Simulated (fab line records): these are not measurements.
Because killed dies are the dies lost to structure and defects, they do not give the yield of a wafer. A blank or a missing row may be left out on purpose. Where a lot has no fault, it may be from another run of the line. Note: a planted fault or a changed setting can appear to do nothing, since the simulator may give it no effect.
The tool behind it: which one? | flow gf180mcu | 36 wafers from 12 lots sampled at 6 of the route's 602 steps

## WHAT THE GAUGES READ, wafer by wafer
GF_V4_THK_MEAS_03. Usual: for V4_CVD_02_THK the level is 851 nm and the standard deviation is 9.9.
lot  | measured     | on           | V4_CVD_02_THK (nm) | flag
L466 | day 23 10:39 | filmMetro-04 | 845 858 854        | 
L468 | day 24 05:11 | filmMetro-03 | 843 843 857        | 
L469 | day 24 10:07 | filmMetro-01 | 725 748 730        | OFF
L470 | day 24 16:32 | filmMetro-04 | 742 743 748        | OFF
L479 | day 28 05:43 | filmMetro-04 | 861 845 869        | 
L480 | day 28 06:23 | filmMetro-01 | 857 844 850        | 
L481 | day 28 09:35 | filmMetro-03 | 831 848 855        | 
L482 | day 28 19:29 | filmMetro-01 | 853 862 854        | 
L483 | day 29 04:02 | filmMetro-04 | 846 860 860        | 
L487 | day 30 07:58 | filmMetro-01 | 832 854 858        | 
L486 | day 30 08:28 | filmMetro-01 | 850 856 870        | 
L488 | day 31 03:20 | filmMetro-01 | 844 860 861        | 

GF_V4_BOW_MEAS_05. Usual: for V4_BOW the level is 135 um and the standard deviation is 8.7.
lot  | measured     | on           | V4_BOW (um) | flag
L466 | day 23 11:01 | filmMetro-03 | 141 139 138 | 
L468 | day 24 05:32 | filmMetro-01 | 130 141 143 | 
L469 | day 24 10:29 | filmMetro-04 | 130 128 139 | 
L470 | day 24 16:55 | filmMetro-04 | 146 148 162 | 
L479 | day 28 06:05 | filmMetro-04 | 140 135 135 | 
L480 | day 28 06:46 | filmMetro-01 | 133 145 144 | 
L481 | day 28 09:58 | filmMetro-03 | 121 128 132 | 
L482 | day 28 19:51 | filmMetro-01 | 140 136 145 | 
L483 | day 29 04:25 | filmMetro-03 | 132 141 123 | 
L487 | day 30 08:21 | filmMetro-04 | 133 130 138 | 
L486 | day 30 08:50 | filmMetro-01 | 131 126 126 | 
L488 | day 31 03:41 | filmMetro-01 | 136 130 132 | 

## WHAT TOOL EACH LOT RAN ON (gives the tool, then ch and the chambers of the sampled wafers, and finally the start)
lot  | GF_M4_SPUTTER_00            | GF_M4_SPUTTER_02            | GF_V4_CVD_02                    | GF_V4_CMP_04
L466 | pvdSputter-02, day 22 10:17 | pvdSputter-02, day 22 10:25 | pecvd-03 ch 0,2, day 23 10:34   | cmp-02 ch 2,3, day 23 10:45
L468 | pvdSputter-01, day 23 05:49 | pvdSputter-01, day 23 05:57 | pecvd-03 ch 1,2, day 24 05:05   | cmp-02 ch 0,2, day 24 05:17
L469 | pvdSputter-02, day 23 10:38 | pvdSputter-02, day 23 10:46 | pecvd-03 ch 1,2, day 24 10:02   | cmp-02 ch 1,2, day 24 10:10
L470 | pvdSputter-02, day 23 17:56 | pvdSputter-02, day 23 18:04 | pecvd-03 ch 0,1, day 24 16:26   | cmp-02 ch 0,1,2, day 24 16:40
L479 | pvdSputter-02, day 27 08:30 | pvdSputter-02, day 27 08:38 | pecvd-01 ch 1,2, day 28 05:38   | cmp-02 ch 1,3, day 28 05:46
L480 | pvdSputter-01, day 27 08:40 | pvdSputter-01, day 27 08:48 | pecvd-04 ch 0,1,2, day 28 06:19 | cmp-01 ch 1,2,3, day 28 06:26
L481 | pvdSputter-03, day 27 11:57 | pvdSputter-03, day 27 12:05 | pecvd-01 ch 0,2, day 28 09:31   | cmp-02 ch 1,3, day 28 09:41
L482 | pvdSputter-03, day 27 21:56 | pvdSputter-03, day 27 22:04 | pecvd-03 ch 1,2, day 28 19:25   | cmp-01 ch 1,3, day 28 19:36
L483 | pvdSputter-03, day 28 07:20 | pvdSputter-03, day 28 07:28 | pecvd-04 ch 0,2, day 29 03:57   | cmp-01 ch 0,2, day 29 04:05
L487 | pvdSputter-02, day 29 12:25 | pvdSputter-02, day 29 12:34 | pecvd-03 ch 0,2, day 30 07:53   | cmp-01 ch 1,2, day 30 08:04
L486 | pvdSputter-01, day 29 12:55 | pvdSputter-01, day 29 13:02 | pecvd-04 ch 1,2, day 30 08:23   | cmp-02 ch 0,2,3, day 30 08:37
L488 | pvdSputter-01, day 30 08:17 | pvdSputter-01, day 30 08:25 | pecvd-03 ch 0,1, day 31 03:16   | cmp-02 ch 0,1,3, day 31 03:26
- GF_M4_SPUTTER_00: material Ti, target thk 37.5 nm, time 150 s.
- GF_M4_SPUTTER_02: material AlCu, target thk 450 nm, time 23.9 s.
- GF_V4_CVD_02: deposits SiO2 from TEOS, target thk 850 nm, time 94.851 s.
- GF_V4_CMP_04: polishes SiO2.

## WHAT THE TOOLS THEMSELVES READ (means of the sampled wafers that have a number; where no wafer has one, the mark that the record gives instead)
GF_M4_SPUTTER_00. Usual: throttleValvePct reads 29.4 % (standard deviation 1.1).
lot  | tool          | throttleValvePct (%) | flag
L466 | pvdSputter-02 | 29.6                 | 
L468 | pvdSputter-01 | 30.5                 | 
L469 | pvdSputter-02 | 29.6                 | 
L470 | pvdSputter-02 | 28.9                 | 
L479 | pvdSputter-02 | 30.4                 | 
L480 | pvdSputter-01 | 30.5                 | 
L481 | pvdSputter-03 | 28.5                 | 
L482 | pvdSputter-03 | 29.5                 | 
L483 | pvdSputter-03 | 28.6                 | 
L487 | pvdSputter-02 | 29.5                 | 
L486 | pvdSputter-01 | 29.2                 | 
L488 | pvdSputter-01 | 30.1                 | 

GF_M4_SPUTTER_02. Usual: throttleValvePct reads 29.4 % (standard deviation 1.1).
lot  | tool          | throttleValvePct (%) | flag
L466 | pvdSputter-02 | 29.7                 | 
L468 | pvdSputter-01 | 30.5                 | 
L469 | pvdSputter-02 | 29.6                 | 
L470 | pvdSputter-02 | 28.9                 | 
L479 | pvdSputter-02 | 30.3                 | 
L480 | pvdSputter-01 | 30.6                 | 
L481 | pvdSputter-03 | 28.6                 | 
L482 | pvdSputter-03 | 29.5                 | 
L483 | pvdSputter-03 | 28.6                 | 
L487 | pvdSputter-02 | 29.6                 | 
L486 | pvdSputter-01 | 29.1                 | 
L488 | pvdSputter-01 | 29.7                 | 

GF_V4_CVD_02. Usual: heaterPowerW reads 609 W (standard deviation 80).
lot  | tool     | heaterPowerW (W) | flag
L466 | pecvd-03 | 633              | 
L468 | pecvd-03 | 580              | 
L469 | pecvd-03 | 599              | 
L470 | pecvd-03 | 621              | 
L479 | pecvd-01 | 572              | 
L480 | pecvd-04 | 604              | 
L481 | pecvd-01 | 668              | 
L482 | pecvd-03 | 626              | 
L483 | pecvd-04 | 543              | 
L487 | pecvd-03 | 677              | 
L486 | pecvd-04 | 563              | 
L488 | pecvd-03 | 598              | 

GF_V4_CMP_04. Usual: motorCurrentA 12.1 A, standard deviation 1.2; timeToEndpointS 81 s, standard deviation 5.1.
lot  | tool   | motorCurrentA (A) | timeToEndpointS (s) | flag
L466 | cmp-02 | 12.8              | 82                  | 
L468 | cmp-02 | 12.8              | 80                  | 
L469 | cmp-02 | 11.9              | 37                  | OFF
L470 | cmp-02 | 12.6              | 40                  | OFF
L479 | cmp-02 | 11.6              | 86                  | 
L480 | cmp-01 | 12.5              | 83                  | 
L481 | cmp-02 | 11.4              | 79                  | 
L482 | cmp-01 | 12.9              | 82                  | 
L483 | cmp-01 | 10.3              | 86                  | 
L487 | cmp-01 | 13.0              | 89                  | 
L486 | cmp-02 | 12.8              | 80                  | 
L488 | cmp-02 | 12.6              | 80                  | 

## THE ANSWER, worked out from the rows above alone
Rule: take the mean of a lot's wafers that have a number; if it is more than 3 standard deviations from the usual mean, the lot is off. Also off: a lot with no number at a reading for which 4 or more lots have one. The other lots that the step has rows for count as sound. First the gauges in route order, then the tools' own readings, where a lot's mean is used as printed above. The first step at which some lot is off is used, and at that step the reading that is off furthest; a lot without a number counts as furthest.
Off: L469, L470, at GF_V4_THK_MEAS_03 (V4_CVD_02_THK).
If a tool, at a process step before that reading, ran all the lots that are off and no sound lot after the first of them, it fits. The gauges at GF_V4_THK_MEAS_03 aren't tried: what is off there is off at GF_V4_CMP_04 too, on other tools, and a gauge's error can't cause that. Of those tried, none fits.

## WHAT THE SIMULATOR PUT IN
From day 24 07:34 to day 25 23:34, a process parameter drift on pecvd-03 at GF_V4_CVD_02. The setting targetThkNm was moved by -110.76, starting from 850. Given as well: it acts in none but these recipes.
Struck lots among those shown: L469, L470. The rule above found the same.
